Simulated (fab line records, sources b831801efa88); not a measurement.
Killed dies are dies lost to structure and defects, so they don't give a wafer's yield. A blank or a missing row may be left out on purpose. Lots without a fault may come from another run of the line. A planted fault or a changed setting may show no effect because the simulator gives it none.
Which tool did it? | flow sky130 | 24 lots, 72 wafers sampled, at 6 steps of a route of 708

WHAT THE GAUGES READ, wafer by wafer
The record holds no reading of a measuring or inspecting step that can be judged against a usual standard deviation.

WHICH TOOL RAN EACH LOT (tool, then ch and the chambers of the sampled wafers, then the start)
lot  | SKY_VIA1_CVD_21               | SKY_METAL3_SPUTTER_04        | SKY_METAL3_ETCH_16                | SKY_METAL3_ETCH_17                 | SKY_METAL3_STRIP_19                  | SKY_VIA3_ETCH_14
L074 | cvd_w-01 ch 1, day 34 15:29   | pvd_sputter-04, day 36 22:55 | rie_metal-01 ch 0,1, day 39 03:02 | rie_diel-04 ch 0,1,2, day 39 03:08 | plasma_asher-03 ch 0,1, day 39 03:31 | rie_diel-01 ch 1,3, day 40 05:01
L075 | cvd_w-02 ch 0,1, day 34 15:38 | pvd_sputter-03, day 36 23:55 | rie_metal-02 ch 0, day 39 04:01   | rie_diel-04 ch 0,2,3, day 39 04:13 | plasma_asher-01 ch 0,1, day 39 04:25 | rie_diel-01 ch 0,1,3, day 40 06:07
L076 | cvd_w-02 ch 0,1, day 34 18:38 | pvd_sputter-03, day 37 01:35 | rie_metal-01 ch 0,1, day 39 04:41 | rie_diel-01 ch 0,2,3, day 39 04:47 | plasma_asher-01 ch 0,1, day 39 05:10 | rie_diel-02 ch 1,2,3, day 40 06:46
L078 | cvd_w-01 ch 0,1, day 35 15:24 | pvd_sputter-01, day 37 23:26 | rie_metal-01 ch 0,1, day 40 01:41 | rie_diel-01 ch 0,1,2, day 40 01:47 | plasma_asher-04 ch 0,1, day 40 01:59 | rie_diel-01 ch 2,3, day 41 02:57
L077 | cvd_w-02 ch 1, day 35 16:52   | pvd_sputter-04, day 38 00:20 | rie_metal-02 ch 0,1, day 40 03:04 | rie_diel-01 ch 2,3, day 40 03:10   | plasma_asher-03 ch 0,1, day 40 03:22 | rie_diel-03 ch 1,3, day 41 04:26
L080 | cvd_w-01 ch 0, day 36 00:56   | pvd_sputter-01, day 38 08:11 | rie_metal-03 ch 0,1, day 40 10:37 | rie_diel-01 ch 1,2,3, day 40 10:43 | plasma_asher-01 ch 0,1, day 40 10:55 | rie_diel-02 ch 0,1,2, day 41 12:08
L079 | cvd_w-01 ch 0,1, day 36 02:25 | pvd_sputter-03, day 38 09:26 | rie_metal-01 ch 0,1, day 40 11:37 | rie_diel-02 ch 0,2,3, day 40 11:43 | plasma_asher-01 ch 0,1, day 40 11:55 | rie_diel-01 ch 0,1,2, day 41 13:16
L081 | cvd_w-02 ch 0,1, day 36 09:11 | pvd_sputter-01, day 38 16:25 | rie_metal-03 ch 0,1, day 40 17:32 | rie_diel-04 ch 1,3, day 40 17:38   | plasma_asher-04 ch 0,1, day 40 17:50 | rie_diel-01 ch 0,1, day 41 19:04
L082 | cvd_w-02 ch 0,1, day 36 12:02 | pvd_sputter-04, day 38 19:46 | rie_metal-02 ch 0,1, day 40 20:46 | rie_diel-04 ch 0,1, day 40 20:52   | plasma_asher-03 ch 0,1, day 40 21:04 | rie_diel-02 ch 0,2, day 41 22:25
L083 | cvd_w-01 ch 0,1, day 37 00:31 | pvd_sputter-04, day 39 06:29 | rie_metal-02 ch 0,1, day 41 07:27 | rie_diel-01 ch 1,2, day 41 07:31   | plasma_asher-01 ch 0,1, day 41 07:45 | rie_diel-03 ch 0,1,3, day 42 07:49
L084 | cvd_w-01 ch 0,1, day 37 02:54 | pvd_sputter-04, day 39 09:29 | rie_metal-02 ch 0,1, day 41 11:15 | rie_diel-01 ch 0,1,3, day 41 11:19 | plasma_asher-01 ch 0,1, day 41 11:32 | rie_diel-03 ch 1,2,3, day 42 11:31
L085 | cvd_w-01 ch 0,1, day 37 12:44 | pvd_sputter-01, day 39 18:35 | rie_metal-02 ch 0,1, day 41 19:26 | rie_diel-04 ch 2,3, day 41 19:32   | plasma_asher-01 ch 0,1, day 41 19:44 | rie_diel-01 ch 2,3, day 42 20:28
L087 | cvd_w-02 ch 0,1, day 37 19:55 | pvd_sputter-03, day 40 02:13 | rie_metal-01 ch 0,1, day 42 02:28 | rie_diel-04 ch 0,1,3, day 42 02:34 | plasma_asher-01 ch 0,1, day 42 02:45 | rie_diel-03 ch 0,2,3, day 43 03:22
L086 | cvd_w-01 ch 0,1, day 37 21:28 | pvd_sputter-03, day 40 04:05 | rie_metal-01 ch 0,1, day 42 04:50 | rie_diel-02 ch 1,2, day 42 04:55   | plasma_asher-01 ch 0,1, day 42 05:08 | rie_diel-01 ch 0,1, day 43 05:26
L088 | cvd_w-02 ch 0,1, day 38 00:04 | pvd_sputter-03, day 40 05:13 | rie_metal-02 ch 0,1, day 42 05:34 | rie_diel-04 ch 0,2,3, day 42 05:40 | plasma_asher-01 ch 0,1, day 42 05:52 | rie_diel-01 ch 2,3, day 43 06:10
L089 | cvd_w-01 ch 0,1, day 38 05:19 | pvd_sputter-03, day 40 10:56 | rie_metal-02 ch 0,1, day 42 11:03 | rie_diel-01 ch 2,3, day 42 11:11   | plasma_asher-01 ch 0,1, day 42 11:23 | rie_diel-02 ch 0,1, day 43 11:13
L090 | cvd_w-01 ch 1, day 38 17:06   | pvd_sputter-01, day 40 21:59 | rie_metal-03 ch 0,1, day 42 21:55 | rie_diel-02 ch 0,1,2, day 42 22:01 | plasma_asher-03 ch 0,1, day 42 22:13 | rie_diel-02 ch 2,3, day 43 22:10
L091 | cvd_w-01 ch 0,1, day 39 13:59 | pvd_sputter-01, day 41 18:56 | rie_metal-03 ch 0,1, day 43 17:37 | rie_diel-04 ch 1,2, day 43 17:43   | plasma_asher-04 ch 1, day 43 17:55   | rie_diel-01 ch 0,1,2, day 44 17:46
L092 | cvd_w-01 ch 0,1, day 39 15:25 | pvd_sputter-03, day 41 20:16 | rie_metal-03 ch 0,1, day 43 19:20 | rie_diel-02 ch 0,1,3, day 43 19:26 | plasma_asher-04 ch 0,1, day 43 19:38 | rie_diel-01 ch 1,2,3, day 44 19:25
L093 | cvd_w-01 ch 0,1, day 39 23:19 | pvd_sputter-01, day 42 03:11 | rie_metal-01 ch 0, day 44 02:22   | rie_diel-04 ch 0,2,3, day 44 02:30 | plasma_asher-01 ch 0,1, day 44 02:47 | rie_diel-02 ch 0,1,3, day 45 01:34
L094 | cvd_w-01 ch 0,1, day 40 01:04 | pvd_sputter-03, day 42 04:58 | rie_metal-02 ch 0,1, day 44 02:58 | rie_diel-02 ch 0,1,3, day 44 03:04 | plasma_asher-04 ch 0,1, day 44 03:26 | rie_diel-01 ch 0,1, day 45 02:32
L095 | cvd_w-02 ch 0,1, day 40 15:07 | pvd_sputter-04, day 42 18:14 | rie_metal-02 ch 0,1, day 44 15:40 | rie_diel-02 ch 0,2,3, day 44 15:46 | plasma_asher-04 ch 0,1, day 44 15:58 | rie_diel-01 ch 1,2,3, day 45 14:29
L096 | cvd_w-02 ch 0,1, day 40 17:54 | pvd_sputter-03, day 42 23:25 | rie_metal-03 ch 0,1, day 44 21:05 | rie_diel-02 ch 1,2, day 44 21:11   | plasma_asher-01 ch 0,1, day 44 21:23 | rie_diel-01 ch 0,1,3, day 45 20:32
L097 | cvd_w-01 ch 0,1, day 40 18:36 | pvd_sputter-04, day 43 00:01 | rie_metal-01 ch 0,1, day 44 21:26 | rie_diel-01 ch 0,1,3, day 44 21:32 | plasma_asher-03 ch 0,1, day 44 21:44 | rie_diel-02 ch 0,1,2, day 45 20:46
- SKY_VIA1_CVD_21: deposits W, target thk 270 nm, time 80.902 s.
- SKY_METAL3_SPUTTER_04: material TiN, target thk 70 nm, time 58.3 s.
- SKY_METAL3_ETCH_16: etches BARC in N2/H2, stops on SiO2, time 88.2 s, target depth 60 nm.
- SKY_METAL3_ETCH_17: etches SiO2 in C4F8/O2/Ar, stops on TiN, time 3.9 s, target depth 15 nm.
- SKY_METAL3_STRIP_19: strips in O2/N2.
- SKY_VIA3_ETCH_14: etches BARC in N2/H2, stops on SiO2, time 45.9 s, target depth 60 nm.

WHAT THE TOOLS THEMSELVES READ (means of the sampled wafers that have a number; where no wafer has one, the mark that the record gives instead)
SKY_VIA1_CVD_21.
lot  | tool     | heater_power_w (W)
L074 | cvd_w-01 | 846
L075 | cvd_w-02 | 912
L076 | cvd_w-02 | 908
L078 | cvd_w-01 | 783
L077 | cvd_w-02 | 935
L080 | cvd_w-01 | 754
L079 | cvd_w-01 | 796
L081 | cvd_w-02 | 919
L082 | cvd_w-02 | 903
L083 | cvd_w-01 | 817
L084 | cvd_w-01 | 821
L085 | cvd_w-01 | 809
L087 | cvd_w-02 | 914
L086 | cvd_w-01 | 809
L088 | cvd_w-02 | 923
L089 | cvd_w-01 | 808
L090 | cvd_w-01 | 850
L091 | cvd_w-01 | 808
L092 | cvd_w-01 | 796
L093 | cvd_w-01 | 803
L094 | cvd_w-01 | 815
L095 | cvd_w-02 | 866
L096 | cvd_w-02 | 860
L097 | cvd_w-01 | 814

SKY_METAL3_SPUTTER_04.
lot  | tool           | throttle_valve_pct (%)
L074 | pvd_sputter-04 | 29.8
L075 | pvd_sputter-03 | 29.0
L076 | pvd_sputter-03 | 29.6
L078 | pvd_sputter-01 | 30.3
L077 | pvd_sputter-04 | 30.8
L080 | pvd_sputter-01 | 30.6
L079 | pvd_sputter-03 | 29.5
L081 | pvd_sputter-01 | 30.5
L082 | pvd_sputter-04 | 29.1
L083 | pvd_sputter-04 | 29.7
L084 | pvd_sputter-04 | 28.8
L085 | pvd_sputter-01 | 30.4
L087 | pvd_sputter-03 | 28.7
L086 | pvd_sputter-03 | 29.3
L088 | pvd_sputter-03 | 29.1
L089 | pvd_sputter-03 | 29.7
L090 | pvd_sputter-01 | 30.4
L091 | pvd_sputter-01 | 30.7
L092 | pvd_sputter-03 | 28.4
L093 | pvd_sputter-01 | 30.7
L094 | pvd_sputter-03 | 28.2
L095 | pvd_sputter-04 | 30.5
L096 | pvd_sputter-03 | 29.1
L097 | pvd_sputter-04 | 28.7

SKY_METAL3_ETCH_16.
lot  | tool         | drypump_motor_current_A (A) | oes_product_au (a.u.) | throttle_valve_pct (%)
L074 | rie_metal-01 | 5.8                         | 0.628                 | 13.200
L075 | rie_metal-02 | 6.3                         | 0.630                 | 13.207
L076 | rie_metal-01 | 5.8                         | 0.626                 | 13.198
L078 | rie_metal-01 | 5.8                         | 0.625                 | 13.208
L077 | rie_metal-02 | 5.6                         | 0.626                 | 13.212
L080 | rie_metal-03 | 5.8                         | 0.630                 | 13.209
L079 | rie_metal-01 | 5.8                         | 0.627                 | 13.193
L081 | rie_metal-03 | 5.7                         | 0.622                 | 13.207
L082 | rie_metal-02 | 6.0                         | 0.627                 | 13.207
L083 | rie_metal-02 | 6.0                         | 0.630                 | 13.212
L084 | rie_metal-02 | 5.6                         | 0.626                 | 13.203
L085 | rie_metal-02 | 6.0                         | 0.629                 | 13.209
L087 | rie_metal-01 | 5.8                         | 0.621                 | 13.198
L086 | rie_metal-01 | 5.8                         | 0.625                 | 13.204
L088 | rie_metal-02 | 6.0                         | 0.627                 | 13.201
L089 | rie_metal-02 | 6.0                         | 0.626                 | 13.212
L090 | rie_metal-03 | 5.7                         | 0.622                 | 13.214
L091 | rie_metal-03 | 5.8                         | 0.625                 | 13.200
L092 | rie_metal-03 | 5.8                         | 0.626                 | 13.203
L093 | rie_metal-01 | 5.7                         | 0.628                 | 13.208
L094 | rie_metal-02 | 6.0                         | 0.623                 | 13.209
L095 | rie_metal-02 | 5.6                         | 0.627                 | 13.197
L096 | rie_metal-03 | 5.8                         | 0.625                 | 13.202
L097 | rie_metal-01 | 5.8                         | 0.628                 | 13.211

SKY_METAL3_ETCH_17.
lot  | tool        | oes_product_au (a.u.)
L074 | rie_diel-04 | 0.749
L075 | rie_diel-04 | 0.750
L076 | rie_diel-01 | 0.750
L078 | rie_diel-01 | 0.766
L077 | rie_diel-01 | 0.761
L080 | rie_diel-01 | 0.766
L079 | rie_diel-02 | 0.759
L081 | rie_diel-04 | 0.759
L082 | rie_diel-04 | 0.757
L083 | rie_diel-01 | 0.750
L084 | rie_diel-01 | 0.756
L085 | rie_diel-04 | 0.753
L087 | rie_diel-04 | 0.743
L086 | rie_diel-02 | 0.748
L088 | rie_diel-04 | 0.755
L089 | rie_diel-01 | 0.757
L090 | rie_diel-02 | 0.757
L091 | rie_diel-04 | 0.739
L092 | rie_diel-02 | 0.769
L093 | rie_diel-04 | 0.751
L094 | rie_diel-02 | 0.753
L095 | rie_diel-02 | 0.771
L096 | rie_diel-02 | 0.762
L097 | rie_diel-01 | 0.739

SKY_METAL3_STRIP_19.
lot  | tool            | drypump_motor_current_A (A) | oes_product_au (a.u.) | strip_time_to_endpoint_s (s)
L074 | plasma_asher-03 | 5.5                         | 0.503                 | 6.52
L075 | plasma_asher-01 | 5.5                         | 0.502                 | 6.51
L076 | plasma_asher-01 | 5.8                         | 0.502                 | 6.54
L078 | plasma_asher-04 | 6.1                         | 0.502                 | 6.50
L077 | plasma_asher-03 | 5.4                         | 0.503                 | 6.55
L080 | plasma_asher-01 | 5.8                         | 0.493                 | 6.54
L079 | plasma_asher-01 | 5.5                         | 0.499                 | 6.49
L081 | plasma_asher-04 | 6.2                         | 0.514                 | 6.68
L082 | plasma_asher-03 | 5.5                         | 0.499                 | 6.49
L083 | plasma_asher-01 | 5.5                         | 0.497                 | 6.43
L084 | plasma_asher-01 | 5.5                         | 0.502                 | 6.53
L085 | plasma_asher-01 | 5.8                         | 0.498                 | 6.56
L087 | plasma_asher-01 | 5.8                         | 0.505                 | 6.60
L086 | plasma_asher-01 | 5.8                         | 0.499                 | 6.51
L088 | plasma_asher-01 | 5.8                         | 0.502                 | 6.50
L089 | plasma_asher-01 | 5.5                         | 0.502                 | 6.56
L090 | plasma_asher-03 | 5.5                         | 0.504                 | 6.60
L091 | plasma_asher-04 | 6.5                         | 0.506                 | 6.61
L092 | plasma_asher-04 | 6.2                         | 0.504                 | 6.57
L093 | plasma_asher-01 | 5.8                         | 0.501                 | 6.56
L094 | plasma_asher-04 | 6.3                         | 0.506                 | 6.73
L095 | plasma_asher-04 | 6.3                         | 0.505                 | 6.51
L096 | plasma_asher-01 | 5.5                         | 0.511                 | 6.66
L097 | plasma_asher-03 | 5.5                         | 0.503                 | 6.54

SKY_VIA3_ETCH_14.
lot  | tool        | drypump_motor_current_A (A) | oes_product_au (a.u.) | throttle_valve_pct (%)
L074 | rie_diel-01 | 5.1                         | 0.860                 | 13.219
L075 | rie_diel-01 | 5.4                         | 0.855                 | 13.229
L076 | rie_diel-02 | 6.2                         | 0.856                 | 13.231
L078 | rie_diel-01 | 6.1                         | 0.858                 | 13.225
L077 | rie_diel-03 | 5.3                         | 0.861                 | 13.228
L080 | rie_diel-02 | 6.0                         | 0.855                 | 13.238
L079 | rie_diel-01 | 5.8                         | 0.855                 | 13.227
L081 | rie_diel-01 | 5.6                         | 0.854                 | 13.219
L082 | rie_diel-02 | 6.0                         | 0.857                 | 13.232
L083 | rie_diel-03 | 5.6                         | 0.852                 | 13.225
L084 | rie_diel-03 | 5.5                         | 0.854                 | 13.221
L085 | rie_diel-01 | 6.1                         | 0.856                 | 13.226
L087 | rie_diel-03 | 5.7                         | 0.854                 | 13.223
L086 | rie_diel-01 | 5.5                         | 0.856                 | 13.222
L088 | rie_diel-01 | 5.7                         | 0.855                 | 13.220
L089 | rie_diel-02 | 6.0                         | 0.853                 | 13.221
L090 | rie_diel-02 | 6.3                         | 0.860                 | 13.226
L091 | rie_diel-01 | 5.8                         | 0.851                 | 13.220
L092 | rie_diel-01 | 5.6                         | 0.855                 | 13.225
L093 | rie_diel-02 | 6.1                         | 0.863                 | 13.230
L094 | rie_diel-01 | 5.3                         | 0.857                 | 13.226
L095 | rie_diel-01 | 5.6                         | 0.850                 | 13.223
L096 | rie_diel-01 | 5.4                         | 0.854                 | 13.231
L097 | rie_diel-02 | 6.0                         | 0.859                 | 13.229

THE ANSWER, worked out from the rows above alone
Rule: what is usual is taken from the lots themselves. Put in order of their means at a reading, lots are off if they are a third of the lots or fewer, leave a main group of 4 or more, and stand apart from it by a gap of 3 or more times the standard deviation of the main group's means; of several such gaps the widest counts. A main group whose means are all the same, to the digits that the tables above print for the reading, isn't used. A lot without any number at a reading at which 4 lots or more have one is off too. The other lots that the step has rows for count as sound. The gauges are gone through in route order, then the tools' own readings, and for those a lot's mean is taken as printed above. The first step at which some lot is off is used, and at that step the reading that is off furthest; a lot without a number counts as furthest.
No lot is off at any reading shown: from this, nothing can be told.

WHAT THE SIMULATOR HAD PUT IN
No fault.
